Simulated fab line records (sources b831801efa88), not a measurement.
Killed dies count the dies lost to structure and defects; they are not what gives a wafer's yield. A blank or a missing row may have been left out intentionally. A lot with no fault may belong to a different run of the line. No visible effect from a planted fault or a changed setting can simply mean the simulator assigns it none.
fab line records	flow sky130
[record] lots = 13	wafers = 39	last-day = 50
route steps=708 shown VIA4@651 METAL5@661 PAD_OPEN@708
lots with no fault: from the same line, run without faults
start-h: hours from the record's first day to the start of the lot's first wafer shown	wait-h: hours since the lot's step before	" identical to the entry in the row above	L1.1+2: one row covering several wafers at once	- no value, or no start given	* or withheld: withheld	< > ~ a bound
route shown NAME@n: names a module that has steps shown in the file, with the first one's number in the route	usual: mean and standard deviation over wafers with no fault	same: alike in all rows	chamber/n: place in a boat	sites: readings site by site	_std_site: standard deviation of those values	_edge_site: the outer-site mean with the inner-site mean subtracted	radius-mm: how far each site lies from the wafer's centre	mask NAME#n: copy n	behind: the tool/chamber that last shaped the wafer	hold: what put the lot on hold/how long, in hours/how the hold closed	device: the n, p or np transistor that did not switch	end of line: the route-end tests of the same wafers	a step given without rows: its recipe and nothing more	killed: the dies lost at the first sort to structure and to defects; this is not the yield of the wafer	map: dies across one wafer; x = killed, . = not, _ = none there
set.NAME: the setting as run; set.NAME@STEP: as run at that earlier step	model.NAME: the simulator's own value behind a step, which no gauge read
route steps across a sampled set of lots; one table per step, one row per wafer
services: from which hour (start-h, from the record's first day; less than 0 if before it) a tool's chamber was out of use, for how many hours, and why
[[steps]]
[step SKY_VIA4_ETCH_12]
[recipe] target = SiO2	chemistry = C4F8/O2/Ar	stop-on = TiN	mask-material = NOVOLAK	source-w = 1500	bias-w = 1200	pressure-mtorr = 40	c4f8-flow-sccm = withheld	O2_flow_sccm = 6	Ar_flow_sccm = 300	time-s = withheld	target-depth-a = 5800
[usual] oes-product-au = 0.925/0.0051
lot.wafer	tool	chamber	start-h	wait-h	oes-product-au
L377.3	rie-diel-03	1	1028.80	0.0	0.926
L377.4	"	3	"	"	0.922
L377.5	"	3	"	"	0.928
L378.2	rie-diel-01	0	1033.92	0.0	0.930
L378.4	"	2	"	"	0.921
L378.6	"	3	"	"	0.926
L379.3	rie-diel-04	3	1038.48	0.0	0.929
L379.5	"	2	"	"	0.925
L379.6	"	3	"	"	0.926
L381.2	rie-diel-04	0	1050.62	0.0	0.931
L381.3	"	1	"	"	0.922
L381.6	"	2	"	"	0.914
L380.3	rie-diel-04	2	1054.80	0.0	0.933
L380.4	"	3	"	"	0.913
L380.6	"	1	"	"	0.932
L383.1	rie-diel-01	3	1065.32	0.0	0.932
L383.3	"	0	"	"	0.926
L383.4	"	1	"	"	0.913
L384.4	rie-diel-01	2	1073.20	0.0	0.927
L384.5	"	3	"	"	0.921
L384.6	"	2	"	"	0.932
L385.1	rie-diel-03	3	1080.75	0.0	0.933
L385.2	"	2	"	"	0.923
L385.3	"	1	"	"	0.931
L387.3	rie-diel-01	1	1086.33	0.0	0.923
L387.4	"	2	"	"	0.918
L387.6	"	0	"	"	0.921
L388.2	rie-diel-03	1	1090.87	0.0	0.925
L388.3	"	0	"	"	0.922
L388.5	"	0	"	"	0.935
L389.2	rie-diel-03	3	1096.98	0.0	0.920
L389.3	"	2	"	"	0.921
L389.4	"	0	"	"	0.931
L396.4	rie-diel-01	2	1135.48	0.0	0.932
L396.5	"	0	"	"	0.929
L396.6	"	1	"	"	0.924
L397.1	rie-diel-03	1	1140.10	0.0	0.926
L397.3	"	2	"	"	0.925
L397.6	"	3	"	"	0.926
[step SKY_VIA4_CVD_18]
[recipe] material = W	target-thk-nm = 505	time-s = 152.14	temp-c = 400	pressure-torr = 40
[usual] heater-power-w = 906/73	susceptor-temp-C = 400.03/0.22
lot.wafer	tool	chamber	start-h	wait-h	heater-power-w	susceptor-temp-C
L377.3	cvd-w-01	1	1029.64	0.1	823	399.98
L377.4	"	0	"	"	903	399.90
L377.5	"	0	"	"	901	399.79
L378.2	cvd-w-01	0	1034.67	0.0	917	399.92
L378.4	"	1	"	"	816	400.09
L378.6	"	0	"	"	921	400.43
L379.3	cvd-w-01	1	1039.27	0.1	796	400.04
L379.5	"	0	"	"	923	399.94
L379.6	"	1	"	"	812	400.08
L381.2	cvd-w-01	0	1051.35	0.0	912	399.89
L381.3	"	0	"	"	928	399.84
L381.6	"	0	"	"	920	400.14
L380.3	cvd-w-02	1	1055.58	0.1	986	399.80
L380.4	"	0	"	"	950	400.19
L380.6	"	0	"	"	943	400.38
L383.1	cvd-w-02	0	1066.08	0.0	944	399.79
L383.3	"	0	"	"	958	399.80
L383.4	"	1	"	"	1024	400.18
L384.4	cvd-w-02	1	1073.97	0.1	1008	400.12
L384.5	"	1	"	"	1064	399.95
L384.6	"	0	"	"	924	399.97
L385.1	cvd-w-01	0	1081.47	0.0	898	400.01
L385.2	"	1	"	"	816	400.18
L385.3	"	1	"	"	814	400.04
L387.3	cvd-w-01	1	1087.11	0.1	822	400.23
L387.4	"	0	"	"	932	399.55
L387.6	"	0	"	"	910	400.14
L388.2	cvd-w-02	1	1092.05	0.1	1027	399.99
L388.3	"	1	"	"	1022	399.94
L388.5	"	1	"	"	993	399.80
L388.2	cvd-w-02	1	1092.52	0.4	1008	400.18
L388.3	"	1	"	"	1006	400.04
L388.5	"	1	"	"	1012	400.17
L389.2	cvd-w-02	0	1097.79	0.0	945	400.00
L389.3	"	0	"	"	950	400.30
L389.4	"	1	"	"	1003	399.93
L389.2	cvd-w-02	0	1098.11	0.3	924	399.70
L389.3	"	0	"	"	931	399.51
L389.4	"	1	"	"	1022	399.62
L396.4	cvd-w-01	1	1136.35	0.1	830	400.27
L396.5	"	1	"	"	849	399.74
L396.6	"	0	"	"	916	400.33
L397.1	cvd-w-01	0	1140.90	0.0	947	400.24
L397.3	"	1	"	"	806	400.04
L397.6	"	1	"	"	827	400.25
[step SKY_VIA4_RS_MEAS_19]
[recipe] thk-meas-gauge = four-point-probe	reads = W_of_VIA4_CVD_18+TiN_of_VIA4_SPUTTER_17
[usual] VIA4_W_RS = 0.2266/0.003
lot.wafer	tool	chamber	start-h	wait-h	VIA4_W_RS[ohm/sq]
L377.3	film-metro-02	-	1029.78	0.1	0.2266
L377.4	"	-	"	"	0.2258
L377.5	"	-	"	"	0.2235
L378.2	film-metro-04	-	1034.85	0.1	0.2246
L378.4	"	-	"	"	0.2250
L378.6	"	-	"	"	0.2234
L379.3	film-metro-04	-	1039.41	0.1	0.2265
L379.5	"	-	"	"	0.2253
L379.6	"	-	"	"	0.2262
L381.2	film-metro-01	-	1051.52	0.1	0.2248
L381.3	"	-	"	"	0.2238
L381.6	"	-	"	"	0.2222
L380.3	film-metro-01	-	1055.72	0.1	0.2295
L380.4	"	-	"	"	0.2298
L380.6	"	-	"	"	0.2286
L383.1	film-metro-01	-	1066.23	0.1	0.2271
L383.3	"	-	"	"	0.2268
L383.4	"	-	"	"	0.2253
L384.4	film-metro-02	-	1074.13	0.1	0.2249
L384.5	"	-	"	"	0.2247
L384.6	"	-	"	"	0.2246
L385.1	film-metro-02	-	1081.62	0.1	0.2214
L385.2	"	-	"	"	0.2304
L385.3	"	-	"	"	0.2281
L387.3	film-metro-01	-	1087.25	0.1	0.2278
L387.4	"	-	"	"	0.2238
L387.6	"	-	"	"	0.2225
L388.2	film-metro-01	-	1092.79	0.2	0.1140
L388.3	"	-	"	"	0.1137
L388.5	"	-	"	"	0.1146
L388.2	film-metro-01	-	1093.08	0.3	0.1138
L388.3	"	-	"	"	0.1140
L388.5	"	-	"	"	0.1147
L389.2	film-metro-02	-	1098.28	0.1	0.1133
L389.3	"	-	"	"	0.1137
L389.4	"	-	"	"	0.1135
L389.2	film-metro-02	-	1098.57	0.3	0.1134
L389.3	"	-	"	"	0.1135
L389.4	"	-	"	"	0.1135
L396.4	film-metro-04	-	1136.51	0.1	0.2283
L396.5	"	-	"	"	0.2261
L396.6	"	-	"	"	0.2217
L397.1	film-metro-01	-	1141.06	0.1	0.2250
L397.3	"	-	"	"	0.2279
L397.6	"	-	"	"	0.2286
[step SKY_METAL5_SPUTTER_00]
[recipe] material = Ti	target-thk-nm = 15	power-w = 3000	time-s = 10	chamber-pressure-pa = 0.4
[usual] throttle-valve-pct = 30.2/1.1
lot.wafer	tool	chamber	start-h	wait-h	throttle-valve-pct
L377.3	pvd-sputter-01	-	1030.22	0.2	28.3
L377.4	"	-	"	"	29.6
L377.5	"	-	"	"	30.3
L378.2	pvd-sputter-01	-	1035.31	0.1	28.4
L378.4	"	-	"	"	31.8
L378.6	"	-	"	"	31.9
L379.3	pvd-sputter-03	-	1039.85	0.1	29.2
L379.5	"	-	"	"	28.9
L379.6	"	-	"	"	32.0
L381.2	pvd-sputter-04	-	1051.98	0.2	30.8
L381.3	"	-	"	"	29.3
L381.6	"	-	"	"	30.9
L380.3	pvd-sputter-04	-	1056.16	0.1	30.0
L380.4	"	-	"	"	29.5
L380.6	"	-	"	"	30.8
L383.1	pvd-sputter-04	-	1066.71	0.2	30.7
L383.3	"	-	"	"	29.6
L383.4	"	-	"	"	29.5
L384.4	pvd-sputter-01	-	1074.56	0.2	29.5
L384.5	"	-	"	"	29.1
L384.6	"	-	"	"	31.9
L385.1	pvd-sputter-01	-	1082.10	0.1	32.0
L385.2	"	-	"	"	28.1
L385.3	"	-	"	"	29.8
L387.3	pvd-sputter-04	-	1087.69	0.2	29.9
L387.4	"	-	"	"	30.7
L387.6	"	-	"	"	29.5
L396.4	pvd-sputter-03	-	1136.93	0.2	29.1
L396.5	"	-	"	"	31.8
L396.6	"	-	"	"	29.0
L397.1	pvd-sputter-01	-	1141.54	0.2	28.4
L397.3	"	-	"	"	29.7
L397.6	"	-	"	"	32.1
[step SKY_METAL5_SPUTTER_03]
[recipe] material = Ti	target-thk-nm = 5	power-w = 3000	time-s = 3.3	chamber-pressure-pa = 0.4
[usual] throttle-valve-pct = 30.2/1.2
lot.wafer	tool	chamber	start-h	wait-h	throttle-valve-pct
L377.3	pvd-sputter-01	-	1030.32	0.0	28.3
L377.4	"	-	"	"	29.5
L377.5	"	-	"	"	30.1
L378.2	pvd-sputter-01	-	1035.41	0.0	28.4
L378.4	"	-	"	"	32.1
L378.6	"	-	"	"	31.7
L379.3	pvd-sputter-03	-	1039.95	0.0	28.9
L379.5	"	-	"	"	29.0
L379.6	"	-	"	"	32.0
L381.2	pvd-sputter-04	-	1052.08	0.0	30.8
L381.3	"	-	"	"	29.5
L381.6	"	-	"	"	30.8
L380.3	pvd-sputter-04	-	1056.26	0.0	29.9
L380.4	"	-	"	"	29.4
L380.6	"	-	"	"	30.9
L383.1	pvd-sputter-04	-	1066.81	0.0	30.9
L383.3	"	-	"	"	29.9
L383.4	"	-	"	"	29.4
L384.4	pvd-sputter-01	-	1074.66	0.0	29.5
L384.5	"	-	"	"	29.6
L384.6	"	-	"	"	32.0
L385.1	pvd-sputter-01	-	1082.20	0.0	31.8
L385.2	"	-	"	"	28.3
L385.3	"	-	"	"	29.3
L387.3	pvd-sputter-04	-	1087.79	0.0	29.9
L387.4	"	-	"	"	30.5
L387.6	"	-	"	"	29.4
L396.4	pvd-sputter-03	-	1137.03	0.0	29.1
L396.5	"	-	"	"	31.6
L396.6	"	-	"	"	28.9
L397.1	pvd-sputter-01	-	1141.63	0.0	28.4
L397.3	"	-	"	"	29.6
L397.6	"	-	"	"	32.0
[step SKY_PAD_OPEN_PROBE_99]
[usual] defect-limited-yield = 82.4/2	killed_at_M0_to_M3 = 42/6.8	killed_at_M4_up = 3.4/1.8	killed-at-contacts = 25/5.7	killed-at-front-end = 16/4.8	killed-at-other = 0.2/0.39	killed-dies = 87/9.6	killed-open = 47/6.9	killed-short = 40/6.3	sort_bin_3_pad_short = 0.9/0.45	sort_bin_5_function = 10.4/1.5	sort_bin_6_memory = 6.3/1.1	sort-n-pass = 405/9.6	sort-yield-pct = 82.4/2
[same] gross-dies = 492	killed-at-back-side = 0	sort_bin_4_leakage[%] = 0	sort_bin_8_speed[%] = 0
lot.wafer	tool	chamber	start-h	wait-h	defect-limited-yield[%]	killed_at_M0_to_M3	killed_at_M4_up	killed-at-contacts	killed-at-front-end	killed-at-other	killed-dies	killed-open	killed-short	sort_bin_3_pad_short[%]	sort_bin_5_function[%]	sort_bin_6_memory[%]	sort-n-pass	sort-yield-pct[%]
L377.3	prober-02	-	1099.03	0.2	82.7	31	3	29	22	0	85	49	36	0.8	9.8	6.7	407	82.7
L377.4	prober-02	-	1099.08	0.2	81.5	52	2	22	15	0	91	47	44	1.0	10.8	6.7	401	81.5
L377.5	prober-02	-	1099.13	0.2	83.1	50	4	16	13	0	83	48	35	1.2	11.0	4.7	409	83.1
L378.2	prober-01	-	1102.53	0.1	83.1	43	6	18	16	0	83	51	32	0.6	10.8	5.5	409	83.1
L378.4	prober-01	-	1102.63	0.2	84.6	42	3	24	7	0	76	43	33	0.4	9.8	5.3	416	84.6
L378.6	prober-01	-	1102.73	0.2	80.3	38	4	35	19	1	97	45	52	1.0	11.4	7.3	395	80.3
L379.3	prober-01	-	1107.53	0.2	83.5	36	3	23	19	0	81	40	41	1.2	10.4	4.9	411	83.5
L379.5	prober-01	-	1107.63	0.2	82.3	39	7	19	21	1	87	41	46	0.6	11.6	5.5	405	82.3
L379.6	prober-01	-	1107.68	0.2	85.6	42	3	15	11	0	71	33	38	1.0	8.1	5.3	421	85.6
L381.2	prober-02	-	1118.53	0.1	83.3	40	3	28	11	0	82	42	40	0.4	10.6	5.7	410	83.3
L381.3	prober-02	-	1118.58	0.2	85.6	29	4	20	18	0	71	36	35	1.0	6.9	6.5	421	85.6
L381.6	prober-02	-	1118.73	0.2	80.9	42	2	26	24	0	94	63	31	0.6	12.0	6.5	398	80.9
L380.3	prober-01	-	1122.33	0.2	84.3	34	3	26	14	0	77	41	36	1.0	11.2	3.5	415	84.3
L380.4	prober-01	-	1122.38	0.2	82.5	48	1	16	21	0	86	45	41	0.8	9.8	6.9	406	82.5
L380.6	prober-01	-	1122.48	0.2	85.2	39	2	17	15	0	73	39	34	0.6	8.9	5.3	419	85.2
L383.1	prober-02	-	1131.38	0.1	79.3	60	1	20	21	0	102	52	50	0.6	12.8	7.3	390	79.3
L383.3	prober-02	-	1131.48	0.2	80.1	51	3	31	13	0	98	60	37	0.8	11.2	7.9	394	80.1
L383.4	prober-02	-	1131.53	0.2	79.5	42	4	38	17	0	101	62	39	0.4	13.2	6.9	391	79.5
L384.4	prober-01	-	1138.83	0.2	81.5	49	6	19	17	0	91	52	39	0.6	9.1	8.7	401	81.5
L384.5	prober-01	-	1138.88	0.2	82.1	48	2	24	14	0	88	48	40	0.8	10.8	6.3	404	82.1
L384.6	prober-01	-	1138.93	0.2	87.0	32	1	20	11	0	64	40	24	1.0	8.3	3.7	428	87.0
L385.1	prober-02	-	1145.28	0.1	85.8	42	1	14	13	0	70	42	28	0.4	8.7	5.1	422	85.8
L385.2	prober-02	-	1145.33	0.1	82.3	36	1	30	20	0	87	49	38	1.4	11.2	5.1	405	82.3
L385.3	prober-02	-	1145.38	0.2	82.9	41	4	26	12	1	84	48	36	0.6	10.2	6.3	408	82.9
L387.3	prober-02	-	1150.53	0.2	80.9	38	4	25	27	0	94	60	34	1.6	10.4	7.1	398	80.9
L387.4	prober-02	-	1150.58	0.2	84.6	38	1	22	14	1	76	39	37	0.2	9.6	5.7	416	84.6
L387.6	prober-02	-	1150.68	0.2	83.5	37	4	29	10	1	81	42	39	0.8	10.4	5.3	411	83.5
L396.4	prober-01	-	1190.77	0.2	81.1	57	2	20	14	0	93	50	43	0.6	11.2	7.1	399	81.1
L396.5	prober-01	-	1190.82	0.2	82.3	54	0	24	9	0	87	42	45	0.8	11.2	5.7	405	82.3
L396.6	prober-01	-	1190.87	0.2	84.6	48	5	15	8	0	76	42	34	1.0	8.9	5.5	416	84.6
L397.1	prober-02	-	1195.00	0.1	84.3	30	3	25	18	1	77	38	39	0	10.6	5.1	415	84.3
L397.3	prober-02	-	1195.10	0.2	83.1	44	5	16	17	1	83	46	37	1.0	10.0	5.9	409	83.1
L397.6	prober-02	-	1195.25	0.2	83.1	39	6	29	9	0	83	44	39	0.6	10.6	5.7	409	83.1
// killed by level:class
L377.3 CONTACT:geometric-particle:open=12 VIA3:geometric-particle:open=8 METAL2:geometric-particle:short=7 FIELD_ISO:geometric-particle:open=6 LI_CONTACT:geometric-particle:open=6 FIELD_ISO:geometric-particle:short=5 LOCAL_INTERCONNECT:geometric-particle:short=5 VIA1:geometric-particle:open=5
L377.4 VIA2:geometric-particle:short=10 VIA3:geometric-particle:open=9 VIA1:geometric-particle:open=8 VIA2:geometric-particle:open=7 LI_CONTACT:geometric-particle:open=6 CONTACT:geometric-particle:open=5 METAL2:geometric-particle:short=5 VIA3:geometric-particle:short=5
L377.5 VIA1:geometric-particle:open=10 VIA3:geometric-particle:open=10 METAL3:geometric-particle:short=6 CONTACT:geometric-particle:open=6 METAL2:geometric-particle:short=6 VIA2:geometric-particle:open=6 FIELD_ISO:geometric-particle:open=4 LI_CONTACT:geometric-particle:open=4
L378.2 VIA1:geometric-particle:open=16 LI_CONTACT:geometric-particle:open=9 VIA2:geometric-particle:open=6 FIELD_ISO:geometric-particle:short=5 CONTACT:geometric-particle:open=5 METAL2:geometric-particle:short=5 METAL3:geometric-particle:short=5 METAL4:geometric-particle:short=4
L378.4 VIA1:geometric-particle:open=13 CONTACT:geometric-particle:open=10 LOCAL_INTERCONNECT:geometric-particle:short=6 METAL2:geometric-particle:short=5 VIA2:geometric-particle:open=5 VIA3:geometric-particle:open=5 METAL1:geometric-particle:short=4 METAL4:geometric-particle:short=3
L378.6 LI_CONTACT:geometric-particle:open=10 CONTACT:geometric-particle:open=10 FIELD_ISO:geometric-particle:short=9 METAL2:geometric-particle:short=8 VIA1:geometric-particle:open=6 LOCAL_INTERCONNECT:geometric-particle:short=6 METAL1:geometric-particle:short=6 LI_CONTACT:geometric-particle:short=4
L379.3 VIA1:geometric-particle:open=11 METAL1:geometric-particle:short=8 CONTACT:geometric-particle:open=8 POLY_GATE:geometric-particle:short=6 LOCAL_INTERCONNECT:geometric-particle:short=5 CONTACT:geometric-particle:short=5 FIELD_ISO:geometric-particle:short=4 POLY_GATE:geometric-particle:open=4
L379.5 FIELD_ISO:geometric-particle:open=7 METAL4:geometric-particle:short=7 LI_CONTACT:geometric-particle:open=7 FIELD_ISO:geometric-particle:short=6 METAL1:geometric-particle:short=6 VIA1:geometric-particle:open=6 VIA3:geometric-particle:open=6 CONTACT:geometric-particle:open=5
L379.6 VIA1:geometric-particle:open=8 METAL1:geometric-particle:short=6 VIA2:geometric-particle:open=6 VIA3:geometric-particle:short=5 VIA3:geometric-particle:open=5 POLY_GATE:geometric-particle:open=4 LOCAL_INTERCONNECT:geometric-particle:short=4 CONTACT:geometric-particle:short=4
L381.2 CONTACT:geometric-particle:open=11 CONTACT:geometric-particle:short=8 VIA1:geometric-particle:open=8 LOCAL_INTERCONNECT:geometric-particle:short=6 VIA2:geometric-particle:open=6 FIELD_ISO:geometric-particle:open=4 METAL1:geometric-particle:short=4 VIA1:geometric-particle:short=4
L381.3 CONTACT:geometric-particle:open=9 FIELD_ISO:geometric-particle:open=7 VIA1:geometric-particle:open=7 POLY_GATE:geometric-particle:short=5 CONTACT:geometric-particle:short=5 LI_CONTACT:geometric-particle:open=4 VIA1:geometric-particle:short=4 METAL1:geometric-particle:short=4
L381.6 CONTACT:geometric-particle:open=12 VIA3:geometric-particle:open=11 VIA1:geometric-particle:open=10 FIELD_ISO:geometric-particle:open=7 VIA2:geometric-particle:open=7 POLY_GATE:geometric-particle:short=6 LI_CONTACT:geometric-particle:open=5 LOCAL_INTERCONNECT:geometric-particle:short=5
L380.3 CONTACT:geometric-particle:open=9 METAL1:geometric-particle:short=7 VIA3:geometric-particle:open=7 LI_CONTACT:geometric-particle:open=6 CONTACT:geometric-particle:short=5 VIA1:geometric-particle:open=4 METAL3:geometric-particle:short=4 FIELD_ISO:geometric-particle:open=3
L380.4 VIA1:geometric-particle:short=9 VIA2:geometric-particle:open=7 VIA1:geometric-particle:open=7 VIA3:geometric-particle:open=7 POLY_GATE:geometric-particle:short=6 CONTACT:geometric-particle:open=6 LI_CONTACT:geometric-particle:open=5 METAL1:geometric-particle:short=5
L380.6 CONTACT:geometric-particle:open=8 VIA2:geometric-particle:open=7 VIA1:geometric-particle:open=7 METAL1:geometric-particle:short=5 VIA3:geometric-particle:open=5 FIELD_ISO:geometric-particle:short=4 LOCAL_INTERCONNECT:geometric-particle:short=4 METAL2:geometric-particle:short=4
L383.1 VIA1:geometric-particle:open=15 METAL1:geometric-particle:short=9 VIA3:geometric-particle:open=9 CONTACT:geometric-particle:open=8 METAL2:geometric-particle:short=8 FIELD_ISO:geometric-particle:short=6 VIA2:geometric-particle:open=6 POLY_GATE:geometric-particle:open=5
L383.3 VIA1:geometric-particle:open=17 CONTACT:geometric-particle:open=13 CONTACT:geometric-particle:short=8 LI_CONTACT:geometric-particle:open=7 POLY_GATE:geometric-particle:open=6 VIA2:geometric-particle:open=6 METAL2:geometric-particle:short=6 METAL1:geometric-particle:short=5
L383.4 CONTACT:geometric-particle:open=21 VIA3:geometric-particle:open=8 LI_CONTACT:geometric-particle:open=8 POLY_GATE:geometric-particle:open=6 VIA1:geometric-particle:open=6 METAL1:geometric-particle:short=6 VIA1:geometric-particle:short=6 VIA2:geometric-particle:open=4
L384.4 VIA1:geometric-particle:open=12 CONTACT:geometric-particle:open=9 VIA3:geometric-particle:open=8 VIA2:geometric-particle:open=7 POLY_GATE:geometric-particle:short=6 FIELD_ISO:geometric-particle:open=4 POLY_GATE:geometric-particle:open=4 LI_CONTACT:geometric-particle:open=4
L384.5 VIA1:geometric-particle:open=12 VIA3:geometric-particle:short=9 VIA3:geometric-particle:open=8 LI_CONTACT:geometric-particle:open=7 CONTACT:geometric-particle:open=7 VIA2:geometric-particle:open=6 POLY_GATE:geometric-particle:short=4 POLY_GATE:geometric-particle:open=4
L384.6 VIA1:geometric-particle:open=10 CONTACT:geometric-particle:open=8 VIA2:geometric-particle:short=6 VIA2:geometric-particle:open=5 LI_CONTACT:geometric-particle:open=5 POLY_GATE:geometric-particle:short=4 POLY_GATE:geometric-particle:open=4 FIELD_ISO:geometric-particle:short=2
L385.1 VIA1:geometric-particle:open=9 CONTACT:geometric-particle:open=7 VIA3:geometric-particle:open=7 FIELD_ISO:geometric-particle:open=5 METAL2:geometric-particle:short=5 VIA2:geometric-particle:open=5 LI_CONTACT:geometric-particle:open=4 METAL1:geometric-particle:short=4
L385.2 CONTACT:geometric-particle:open=11 CONTACT:geometric-particle:short=9 VIA1:geometric-particle:open=9 VIA2:geometric-particle:open=7 POLY_GATE:geometric-particle:open=6 LI_CONTACT:geometric-particle:short=5 METAL1:geometric-particle:short=5 FIELD_ISO:geometric-particle:short=4
L385.3 CONTACT:geometric-particle:open=12 VIA1:geometric-particle:open=11 METAL2:geometric-particle:short=6 VIA3:geometric-particle:open=6 LI_CONTACT:geometric-particle:short=5 VIA2:geometric-particle:open=5 FIELD_ISO:geometric-particle:short=4 FIELD_ISO:geometric-particle:open=4
L387.3 CONTACT:geometric-particle:open=13 FIELD_ISO:geometric-particle:open=11 VIA1:geometric-particle:open=11 VIA2:geometric-particle:open=7 FIELD_ISO:geometric-particle:short=6 METAL2:geometric-particle:short=5 POLY_GATE:geometric-particle:open=4 CONTACT:geometric-particle:short=4
L387.4 VIA1:geometric-particle:open=13 METAL2:geometric-particle:short=7 POLY_GATE:geometric-particle:open=6 CONTACT:geometric-particle:open=5 CONTACT:geometric-particle:short=5 VIA1:geometric-particle:short=5 FIELD_ISO:geometric-particle:open=4 LI_CONTACT:geometric-particle:open=4
L387.6 LI_CONTACT:geometric-particle:open=9 VIA1:geometric-particle:open=9 METAL2:geometric-particle:short=8 VIA2:geometric-particle:open=8 CONTACT:geometric-particle:short=7 CONTACT:geometric-particle:open=6 LOCAL_INTERCONNECT:geometric-particle:short=4 METAL3:geometric-particle:short=4
L396.4 VIA1:geometric-particle:open=18 METAL2:geometric-particle:short=9 FIELD_ISO:geometric-particle:short=5 VIA1:geometric-particle:short=5 CONTACT:geometric-particle:short=5 VIA2:geometric-particle:open=5 VIA3:geometric-particle:open=5 FIELD_ISO:geometric-particle:open=4
L396.5 VIA1:geometric-particle:open=12 LI_CONTACT:geometric-particle:open=8 METAL1:geometric-particle:short=8 METAL2:geometric-particle:short=8 VIA3:geometric-particle:open=8 CONTACT:geometric-particle:short=6 CONTACT:geometric-particle:open=5 VIA1:geometric-particle:short=5
L396.6 VIA1:geometric-particle:open=13 VIA3:geometric-particle:open=8 CONTACT:geometric-particle:open=7 METAL2:geometric-particle:short=5 METAL1:geometric-particle:short=5 METAL3:geometric-particle:short=5 POLY_GATE:geometric-particle:short=4 VIA2:geometric-particle:open=4
L397.1 FIELD_ISO:geometric-particle:open=7 LI_CONTACT:geometric-particle:open=6 LOCAL_INTERCONNECT:geometric-particle:short=6 CONTACT:geometric-particle:open=6 VIA1:geometric-particle:open=5 VIA2:geometric-particle:open=5 FIELD_ISO:geometric-particle:short=4 CONTACT:geometric-particle:short=4
L397.3 VIA1:geometric-particle:open=10 VIA3:geometric-particle:open=8 FIELD_ISO:geometric-particle:open=7 METAL1:geometric-particle:short=6 VIA2:geometric-particle:open=6 LOCAL_INTERCONNECT:geometric-particle:short=5 LI_CONTACT:geometric-particle:open=4 CONTACT:geometric-particle:open=4
L397.6 VIA1:geometric-particle:open=10 CONTACT:geometric-particle:open=8 VIA2:geometric-particle:open=7 LI_CONTACT:geometric-particle:open=6 CONTACT:geometric-particle:short=6 METAL2:geometric-particle:short=6 VIA3:geometric-particle:open=5 METAL4:geometric-particle:short=5
[[services]]
tool	chamber	start-h	hours	kind
pvd-sputter-03	3	1004.97	-	consumable-replace:kit
pvd-sputter-03	3	1004.97	18.0	scheduled-down
pvd-sputter-03	3	1004.97	18.0	vent-cycle
pvd-sputter-03	-	1018.12	6.7	repair
pvd-sputter-01	-	1025.49	2.4	repair
pvd-sputter-04	2	1025.78	-	consumable-replace:kit
pvd-sputter-04	2	1025.78	18.0	scheduled-down
pvd-sputter-04	2	1025.78	18.0	vent-cycle
cvd-w-01	-	1060.13	0.6	repair
rie-diel-03	0	1071.98	12.2	repair
pvd-sputter-04	-	1078.30	4.2	repair
cvd-w-02	0	1080.31	12.1	repair
rie-diel-03	3	1090.16	6.0	repair
rie-diel-01	1	1111.58	1.2	repair
pvd-sputter-01	2	1112.17	-	consumable-replace:kit
pvd-sputter-01	2	1112.17	18.0	scheduled-down
pvd-sputter-01	2	1112.17	18.0	vent-cycle
pvd-sputter-04	1	1116.23	-	consumable-replace:kit
pvd-sputter-04	1	1116.23	18.0	scheduled-down
pvd-sputter-04	1	1116.23	18.0	vent-cycle
pvd-sputter-01	-	1119.03	1.7	repair
rie-diel-04	3	1133.27	14.8	repair
rie-diel-04	0	1137.59	6.0	repair
cvd-w-02	0	1139.03	4.9	repair
[[key]]
[first-sign] step = SKY_VIA4_CVD_18	reading = visit	direction = added
[effect] step = SKY_VIA4_RS_MEAS_19	reading = visit	direction = added
[effect] step = SKY_VIA4_RS_MEAS_19	reading = VIA4_W_RS	direction = down	sigmas = 38	usual = 0.2266	struck = 0.1138
met-at SKY_VIA4_CVD_18
struck-lots L388,L389
scrapped-behind SKY_VIA4_RS_MEAS_19 L388.2,L388.3,L388.5,L389.2,L389.3,L389.4
not-acting-at SKY_VIA4_ETCH_12,SKY_METAL5_SPUTTER_00,SKY_METAL5_SPUTTER_03
[earlier-fault] kind = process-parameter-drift	tool = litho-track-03	chamber = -	onset-h = 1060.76	steps = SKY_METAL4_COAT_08	channel = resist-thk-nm	offset = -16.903	shape = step	acts-in = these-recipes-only	stated = 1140
[fault] kind = repeated-step-whole	tool = cvd-w-01,cvd-w-02	chamber = -	onset-h = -	steps = SKY_VIA4_CVD_18	times = 1	scope = struck-lots-only
